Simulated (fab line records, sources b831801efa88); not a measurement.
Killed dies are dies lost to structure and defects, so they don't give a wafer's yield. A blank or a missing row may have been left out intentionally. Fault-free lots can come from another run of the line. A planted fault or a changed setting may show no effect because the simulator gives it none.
A sampling plan put to the test ; flow sky130 ; each of the 50 faults these records tell of, on one fab line, judged from the records of the lots it struck
The plan consists of the line's own looks: route steps at which the wafer is read by a gauge or an inspection but not changed. A look is open to judgement when struck wafers have a number at it and the file gives its usual mean and standard deviation on fault-free wafers. Caught: at a look after the fault's first step, the mean of the struck wafers lies 4 or more of those standard deviations (sigma) from the usual mean. On the tool: the fault's steps, tested the same way using the tool's own readings. Caught also covers a different recipe on the struck wafers, or a record left blank for those wafers only.

== THE FAULTS, as the simulator had put them in ==
1. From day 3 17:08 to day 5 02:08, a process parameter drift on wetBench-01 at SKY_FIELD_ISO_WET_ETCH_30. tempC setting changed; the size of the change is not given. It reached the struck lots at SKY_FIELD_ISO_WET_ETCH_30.
2. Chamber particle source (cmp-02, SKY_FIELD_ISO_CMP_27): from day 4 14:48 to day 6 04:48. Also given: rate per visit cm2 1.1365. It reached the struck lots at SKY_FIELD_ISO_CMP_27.
3. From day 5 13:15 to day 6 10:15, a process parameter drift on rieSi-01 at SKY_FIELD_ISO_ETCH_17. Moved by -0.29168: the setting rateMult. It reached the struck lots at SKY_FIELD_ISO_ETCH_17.
4. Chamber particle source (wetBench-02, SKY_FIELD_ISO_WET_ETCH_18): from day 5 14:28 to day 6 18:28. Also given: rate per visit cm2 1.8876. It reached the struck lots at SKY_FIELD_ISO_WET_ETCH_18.
5. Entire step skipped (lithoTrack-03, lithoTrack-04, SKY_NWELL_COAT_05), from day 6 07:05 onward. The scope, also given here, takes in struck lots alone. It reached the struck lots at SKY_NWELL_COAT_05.
6. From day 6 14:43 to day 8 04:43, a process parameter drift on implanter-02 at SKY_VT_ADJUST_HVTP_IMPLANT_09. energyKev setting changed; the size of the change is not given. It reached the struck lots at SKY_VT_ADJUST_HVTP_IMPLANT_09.
7. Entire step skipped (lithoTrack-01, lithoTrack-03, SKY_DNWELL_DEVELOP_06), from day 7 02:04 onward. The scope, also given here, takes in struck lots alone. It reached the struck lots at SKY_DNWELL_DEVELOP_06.
8. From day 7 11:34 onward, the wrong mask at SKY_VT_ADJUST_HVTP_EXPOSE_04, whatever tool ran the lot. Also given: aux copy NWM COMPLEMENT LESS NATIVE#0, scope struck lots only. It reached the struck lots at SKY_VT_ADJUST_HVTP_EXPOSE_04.
9. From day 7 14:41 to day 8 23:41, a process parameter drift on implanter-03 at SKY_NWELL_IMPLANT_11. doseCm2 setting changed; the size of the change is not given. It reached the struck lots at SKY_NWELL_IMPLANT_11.
10. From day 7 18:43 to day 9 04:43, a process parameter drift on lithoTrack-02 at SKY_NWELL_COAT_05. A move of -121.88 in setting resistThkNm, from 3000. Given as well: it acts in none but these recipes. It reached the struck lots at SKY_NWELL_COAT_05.
11. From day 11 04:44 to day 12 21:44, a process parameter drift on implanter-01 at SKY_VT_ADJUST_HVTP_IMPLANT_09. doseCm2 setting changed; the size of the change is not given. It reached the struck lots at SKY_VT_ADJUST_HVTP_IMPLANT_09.
12. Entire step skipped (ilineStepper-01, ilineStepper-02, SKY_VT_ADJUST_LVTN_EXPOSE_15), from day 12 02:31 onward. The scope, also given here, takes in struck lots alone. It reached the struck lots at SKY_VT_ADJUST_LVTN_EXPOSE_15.
13. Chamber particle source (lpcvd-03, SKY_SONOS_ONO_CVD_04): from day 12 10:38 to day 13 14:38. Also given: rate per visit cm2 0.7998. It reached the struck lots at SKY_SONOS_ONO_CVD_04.
14. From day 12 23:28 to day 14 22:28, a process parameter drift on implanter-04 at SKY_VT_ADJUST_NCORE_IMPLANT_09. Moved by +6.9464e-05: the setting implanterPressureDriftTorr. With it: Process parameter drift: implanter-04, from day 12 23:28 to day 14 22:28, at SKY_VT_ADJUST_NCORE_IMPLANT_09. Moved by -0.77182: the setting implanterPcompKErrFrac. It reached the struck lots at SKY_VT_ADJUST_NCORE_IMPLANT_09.
15. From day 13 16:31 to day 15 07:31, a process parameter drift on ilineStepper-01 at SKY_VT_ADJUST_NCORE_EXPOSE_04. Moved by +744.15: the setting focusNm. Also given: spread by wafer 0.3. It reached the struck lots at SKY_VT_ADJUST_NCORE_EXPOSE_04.
16. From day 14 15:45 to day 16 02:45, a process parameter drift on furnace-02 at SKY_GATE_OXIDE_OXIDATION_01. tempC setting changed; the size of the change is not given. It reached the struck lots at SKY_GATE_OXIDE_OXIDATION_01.
17. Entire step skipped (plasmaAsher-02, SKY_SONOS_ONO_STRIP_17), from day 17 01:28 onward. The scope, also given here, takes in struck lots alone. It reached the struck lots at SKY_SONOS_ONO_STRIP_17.
18. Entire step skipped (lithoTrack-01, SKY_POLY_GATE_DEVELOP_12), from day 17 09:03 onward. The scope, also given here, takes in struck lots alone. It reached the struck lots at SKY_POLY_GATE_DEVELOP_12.
19. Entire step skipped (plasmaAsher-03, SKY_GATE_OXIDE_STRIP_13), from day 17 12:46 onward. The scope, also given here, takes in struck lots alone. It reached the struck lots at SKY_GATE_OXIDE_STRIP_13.
20. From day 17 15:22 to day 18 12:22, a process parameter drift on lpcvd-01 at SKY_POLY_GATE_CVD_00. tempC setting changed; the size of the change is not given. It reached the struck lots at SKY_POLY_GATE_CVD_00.
21. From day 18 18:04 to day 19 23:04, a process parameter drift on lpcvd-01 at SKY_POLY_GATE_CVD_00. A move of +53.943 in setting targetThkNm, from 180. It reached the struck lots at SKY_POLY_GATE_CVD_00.
22. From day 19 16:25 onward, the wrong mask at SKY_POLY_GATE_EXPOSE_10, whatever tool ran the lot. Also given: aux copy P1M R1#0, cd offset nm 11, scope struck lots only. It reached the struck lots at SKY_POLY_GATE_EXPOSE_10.
23. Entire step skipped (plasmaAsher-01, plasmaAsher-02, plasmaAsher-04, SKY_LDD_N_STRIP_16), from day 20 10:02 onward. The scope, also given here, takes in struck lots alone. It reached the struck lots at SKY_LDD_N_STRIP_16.
24. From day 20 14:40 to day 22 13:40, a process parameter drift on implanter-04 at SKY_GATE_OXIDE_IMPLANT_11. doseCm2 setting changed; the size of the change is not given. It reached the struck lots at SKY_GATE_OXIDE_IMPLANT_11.
25. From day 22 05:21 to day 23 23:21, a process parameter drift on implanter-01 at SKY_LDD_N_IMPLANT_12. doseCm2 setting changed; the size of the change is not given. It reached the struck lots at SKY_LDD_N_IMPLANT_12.
26. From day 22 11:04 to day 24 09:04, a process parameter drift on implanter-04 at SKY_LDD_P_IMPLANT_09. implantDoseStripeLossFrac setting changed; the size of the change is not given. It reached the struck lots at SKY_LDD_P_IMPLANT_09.
27. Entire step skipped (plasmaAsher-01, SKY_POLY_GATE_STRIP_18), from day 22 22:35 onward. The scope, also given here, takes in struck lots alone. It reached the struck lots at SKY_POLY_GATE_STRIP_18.
28. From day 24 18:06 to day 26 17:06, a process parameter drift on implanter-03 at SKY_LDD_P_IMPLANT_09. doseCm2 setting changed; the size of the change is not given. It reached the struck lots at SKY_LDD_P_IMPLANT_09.
29. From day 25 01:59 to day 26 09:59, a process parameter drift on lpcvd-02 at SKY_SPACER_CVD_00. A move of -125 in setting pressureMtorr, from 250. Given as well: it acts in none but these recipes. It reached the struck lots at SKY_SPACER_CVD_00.
30. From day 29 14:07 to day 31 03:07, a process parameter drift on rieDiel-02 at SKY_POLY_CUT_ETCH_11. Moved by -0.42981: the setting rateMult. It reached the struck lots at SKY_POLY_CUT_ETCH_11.
31. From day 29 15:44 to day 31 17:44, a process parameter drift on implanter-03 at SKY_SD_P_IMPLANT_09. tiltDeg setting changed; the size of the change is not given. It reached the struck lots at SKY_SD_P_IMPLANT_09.
32. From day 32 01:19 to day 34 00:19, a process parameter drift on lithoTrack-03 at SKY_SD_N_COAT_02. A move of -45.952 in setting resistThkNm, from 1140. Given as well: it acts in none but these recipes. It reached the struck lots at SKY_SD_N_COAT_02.
33. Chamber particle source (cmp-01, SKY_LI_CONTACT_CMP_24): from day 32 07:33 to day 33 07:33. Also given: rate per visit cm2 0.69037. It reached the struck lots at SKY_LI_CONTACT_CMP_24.
34. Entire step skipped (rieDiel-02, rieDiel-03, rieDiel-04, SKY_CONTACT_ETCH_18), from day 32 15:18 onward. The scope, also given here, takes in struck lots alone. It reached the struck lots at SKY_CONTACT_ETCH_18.
35. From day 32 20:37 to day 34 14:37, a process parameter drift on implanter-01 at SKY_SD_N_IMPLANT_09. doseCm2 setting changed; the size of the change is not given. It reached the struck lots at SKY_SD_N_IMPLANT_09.
36. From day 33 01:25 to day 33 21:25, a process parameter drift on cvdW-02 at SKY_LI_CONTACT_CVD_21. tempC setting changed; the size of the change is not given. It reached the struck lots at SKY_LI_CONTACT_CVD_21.
37. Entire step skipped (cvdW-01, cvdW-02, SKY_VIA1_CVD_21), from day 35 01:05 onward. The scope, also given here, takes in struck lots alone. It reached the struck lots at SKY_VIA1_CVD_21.
38. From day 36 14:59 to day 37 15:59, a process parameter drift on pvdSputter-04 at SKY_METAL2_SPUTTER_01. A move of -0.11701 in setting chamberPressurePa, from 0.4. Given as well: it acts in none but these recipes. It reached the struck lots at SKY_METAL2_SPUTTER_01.
39. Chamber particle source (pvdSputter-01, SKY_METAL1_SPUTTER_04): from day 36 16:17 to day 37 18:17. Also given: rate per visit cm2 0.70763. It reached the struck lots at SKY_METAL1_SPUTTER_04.
40. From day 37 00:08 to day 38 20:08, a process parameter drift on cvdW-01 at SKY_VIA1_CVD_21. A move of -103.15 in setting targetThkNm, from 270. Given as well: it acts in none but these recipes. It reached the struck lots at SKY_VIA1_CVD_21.
41. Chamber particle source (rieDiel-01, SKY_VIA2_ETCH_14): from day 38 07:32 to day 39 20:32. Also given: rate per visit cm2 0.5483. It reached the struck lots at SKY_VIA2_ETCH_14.
42. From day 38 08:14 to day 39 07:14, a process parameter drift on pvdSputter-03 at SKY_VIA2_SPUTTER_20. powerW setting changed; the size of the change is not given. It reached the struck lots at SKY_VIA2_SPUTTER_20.
43. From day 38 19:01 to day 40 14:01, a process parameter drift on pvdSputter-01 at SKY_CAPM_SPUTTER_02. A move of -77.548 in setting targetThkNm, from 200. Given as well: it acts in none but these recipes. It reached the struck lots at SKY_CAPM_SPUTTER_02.
44. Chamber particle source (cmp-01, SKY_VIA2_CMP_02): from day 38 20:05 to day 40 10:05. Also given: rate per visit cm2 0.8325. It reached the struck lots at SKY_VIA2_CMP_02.
45. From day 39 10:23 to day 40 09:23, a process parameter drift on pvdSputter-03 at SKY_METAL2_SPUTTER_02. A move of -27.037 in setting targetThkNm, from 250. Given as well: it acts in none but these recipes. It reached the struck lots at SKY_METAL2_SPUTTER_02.
46. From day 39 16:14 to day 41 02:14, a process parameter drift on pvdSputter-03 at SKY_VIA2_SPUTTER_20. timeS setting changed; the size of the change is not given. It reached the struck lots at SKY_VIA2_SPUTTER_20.
47. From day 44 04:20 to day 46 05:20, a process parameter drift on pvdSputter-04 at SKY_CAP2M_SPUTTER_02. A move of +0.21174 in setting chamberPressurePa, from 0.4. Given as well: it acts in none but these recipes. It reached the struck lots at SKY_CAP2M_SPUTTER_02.
48. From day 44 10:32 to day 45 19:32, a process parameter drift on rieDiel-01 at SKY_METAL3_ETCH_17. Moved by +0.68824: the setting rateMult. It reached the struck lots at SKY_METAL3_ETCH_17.
49. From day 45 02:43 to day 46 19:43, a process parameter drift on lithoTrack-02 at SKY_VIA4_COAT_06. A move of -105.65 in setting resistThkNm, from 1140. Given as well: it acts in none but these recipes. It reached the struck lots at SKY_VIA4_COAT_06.
50. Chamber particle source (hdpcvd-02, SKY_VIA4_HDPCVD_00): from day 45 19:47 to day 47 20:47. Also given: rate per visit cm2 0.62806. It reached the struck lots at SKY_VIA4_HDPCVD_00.

== WHAT THE PLAN SAW ==
fault;on the tool itself;first look that catches it;reading, sigma;median hours from its first step to that look;hours from the fault's start to the first struck lot there;judged looks passed uncaught
1;tempC -91 sigma;none of the 4 looks that can be judged after it;-;-;-;4
2;under 2 sigma;not the one look that can be judged after it;-;-;-;1
3;oesProductAu -19 sigma;none of the 2 looks that can be judged after it;-;-;-;2
4;no reading that can be judged;no look after it can be judged;-;-;-;0
5;the tool's record is blank for the struck wafers;SKY_NWELL_TW_MEAS_26;NWELL_2_TW +99 or beyond;30.1;32;0
6;beamEnergyKeV +99 or beyond sigma;none of the 2 looks that can be judged after it;strongest: VT_ADJUST_HVTP_TW at SKY_VT_ADJUST_HVTP_TW_MEAS_11, +3.9;-;-;2
7;the tool's record is blank for the struck wafers;SKY_DNWELL_TW_MEAS_09;DNWELL_TW -99 or beyond;0.8;1;0
8;no reading that can be judged;SKY_VT_ADJUST_HVTP_TW_MEAS_11;VT_ADJUST_HVTP_TW -99 or beyond;10.1;12;0
9;doseIonsCm2 -99 or beyond sigma;SKY_NWELL_TW_MEAS_15;NWELL_TW -21;0.5;9;0
10;under 2 sigma;not the one look that can be judged after it;-;-;-;1
11;doseIonsCm2 -99 or beyond sigma;SKY_VT_ADJUST_HVTP_TW_MEAS_11;VT_ADJUST_HVTP_TW -58;0.2;7;0
12;no reading that can be judged;no look after it can be judged;-;-;-;0
13;under 2 sigma;not the one look that can be judged after it;-;-;-;1
14;endStationPressureTorr +99 or beyond sigma;SKY_VT_ADJUST_NCORE_TW_MEAS_11;VT_ADJUST_NCORE_TW +7.0;0.2;8;0
15;no reading that can be judged;SKY_VT_ADJUST_NCORE_CD_MEAS_07;cdNm -8.7;13.0;18;0
16;spikeTcLowerC -12 sigma;SKY_GATE_OXIDE_THK_MEAS_02;GATE_OXIDE_OXIDATION_00_THK -5.3;1.4;6;0
17;the tool's record is blank for the struck wafers;no look after it can be judged;-;-;-;0
18;no reading that can be judged;no look after it can be judged;-;-;-;0
19;the tool's record is blank for the struck wafers;no look after it can be judged;-;-;-;0
20;susceptorTempC -51 sigma;SKY_POLY_GATE_THK_MEAS_01;POLY_GATE_CVD_00_THK -30;1.2;5;0
21;no reading that can be judged;SKY_POLY_GATE_THK_MEAS_01;POLY_GATE_CVD_00_THK +31;1.2;3;0
22;no reading that can be judged;SKY_POLY_GATE_CD_MEAS_13;cdNm +8.7;14.9;20;0
23;the tool's record is blank for the struck wafers;SKY_LDD_P_TW_MEAS_11;LDD_P_TW -99 or beyond;30.3;35;1
24;doseIonsCm2 +99 or beyond sigma;SKY_GATE_OXIDE_TW_MEAS_14;GATE_OXIDE_TW +75;0.4;7;0
25;doseIonsCm2 +99 or beyond sigma;no look after it can be judged;-;-;-;0
26;under 2 sigma;none of the 2 looks that can be judged after it;strongest: LDD_P_TW at SKY_LDD_P_TW_MEAS_11, -3.6;-;-;2
27;the tool's record is blank for the struck wafers;not the one look that can be judged after it;-;-;-;1
28;doseIonsCm2 +92 sigma;SKY_LDD_P_TW_MEAS_11;LDD_P_TW +4.2;0.2;13;0
29;pressureMtorr -99 or beyond sigma;SKY_SPACER_THK_MEAS_01;SPACER_CVD_00_THK -17;1.2;8;0
30;oesProductAu -12 sigma;not the one look that can be judged after it;-;-;-;1
31;tiltDeg +99 or beyond sigma;SKY_SD_P_TW_MEAS_11;SD_P_TW +8.3;0.2;16;0
32;under 2 sigma;not the one look that can be judged after it;-;-;-;1
33;under 2 sigma;none of the 2 looks that can be judged after it;-;-;-;2
34;the tool's record is blank for the struck wafers;no look after it can be judged;-;-;-;0
35;doseIonsCm2 -99 or beyond sigma;SKY_SD_N_RS_MEAS_16;SD_N_RS +68;0.7;22;1
36;susceptorTempC +13 sigma;SKY_LI_CONTACT_RS_MEAS_22;LI_CONTACT_W_RS -4.6;0.1;3;0
37;the tool's record is blank for the struck wafers;SKY_VIA1_RS_MEAS_22;VIA1_W_RS +99 or beyond;0.1;0;0
38;chamberPressurePa -99 or beyond sigma;no look after it can be judged;-;-;-;0
39;under 2 sigma;no look after it can be judged;-;-;-;0
40;under 2 sigma;SKY_VIA1_RS_MEAS_22;VIA1_W_RS +36;0.1;6;0
41;under 2 sigma;not the one look that can be judged after it;-;-;-;1
42;cathodeDcPowerW +99 or beyond sigma;no look after it can be judged;-;-;-;0
43;under 2 sigma;SKY_CAPM_RS_MEAS_03;CAPM_TIN_RS +53;0.1;17;0
44;under 2 sigma;none of the 6 looks that can be judged after it;-;-;-;6
45;under 2 sigma;SKY_METAL2_RS_MEAS_05;METAL2_ALCU_RS +10;0.1;5;0
46;under 2 sigma;no look after it can be judged;-;-;-;0
47;chamberPressurePa +99 or beyond sigma;SKY_CAP2M_RS_MEAS_03;CAP2M_TIN_RS +7.3;0.1;6;0
48;under 2 sigma;no look after it can be judged;-;-;-;0
49;no reading that can be judged;no look after it can be judged;-;-;-;0
50;under 2 sigma;no look after it can be judged;-;-;-;0
A dash: this means the fault isn't caught or the number doesn't appear in these records.

Caught at a look: 23 of 50. Caught on the tool: 27 of 50. By one or the other: 34 of 50.
Faults 1, 3, 6, 17, 19, 25, 27, 30, 34, 38, 42 were caught on the tool alone.
Caught at a look alone: faults 8, 15, 21, 22, 40, 43, 45.
Caught by neither: faults 2, 4, 10, 12, 13, 18, 26, 32, 33, 39, 41, 44, 46, 48, 49, 50.

== THINNER SAMPLING ==
If the look that catches a fault measured only every second or every third lot, by lot number, the first struck lot would be measured this late in the worst case:
fault;struck lots at that look, in order of time;every lot;every second lot;every third lot
5;L276, L277, L278;32 h;36 h;45 h
7;L455, L456;1 h;8 h;may miss all 2
8;L710;12 h;may miss it;may miss it
9;L790, L793;9 h;29 h;may miss all 2
11;L517, L518;7 h;8 h;may miss all 2
14;L509, L513;8 h;may miss all 2;may miss all 2
15;L362, L363;18 h;24 h;may miss all 2
16;L387, L388, L389;6 h;19 h;24 h
20;L359, L360;5 h;15 h;may miss all 2
21;L519, L520;3 h;28 h;may miss all 2
22;L847;20 h;may miss it;may miss it
23;L521, L522, L523;35 h;44 h;54 h
24;L898, L901;7 h;21 h;may miss all 2
28;L648, L653;13 h;43 h;may miss all 2
29;L599, L600, L601;8 h;14 h;23 h
31;L508, L512;16 h;may miss all 2;may miss all 2
35;L704, L706;22 h;may miss all 2;may miss all 2
36;L124, L125;3 h;18 h;may miss all 2
37;L848, L849, L850;0 h;17 h;30 h
40;L424, L425;6 h;15 h;may miss all 2
43;L160, L162;17 h;may miss all 2;may miss all 2
45;L408, L409;5 h;8 h;may miss all 2
47;L744, L747;6 h;19 h;may miss all 2
Hours count from the start of the fault until the first struck lot that is measured. The limit of 4 sigma was tested on all struck wafers together, so one lot alone may lie under it. Other struck lots may not be in these records.

== THE LONGEST TIMED WAY FROM STEP TO LOOK ==
Fault 23: the median time between SKY_LDD_N_STRIP_16 and SKY_LDD_P_TW_MEAS_11 is 30.3 hours. The look between them that can be judged stayed within 4 sigma: SKY_LDD_N_TW_MEAS_17.
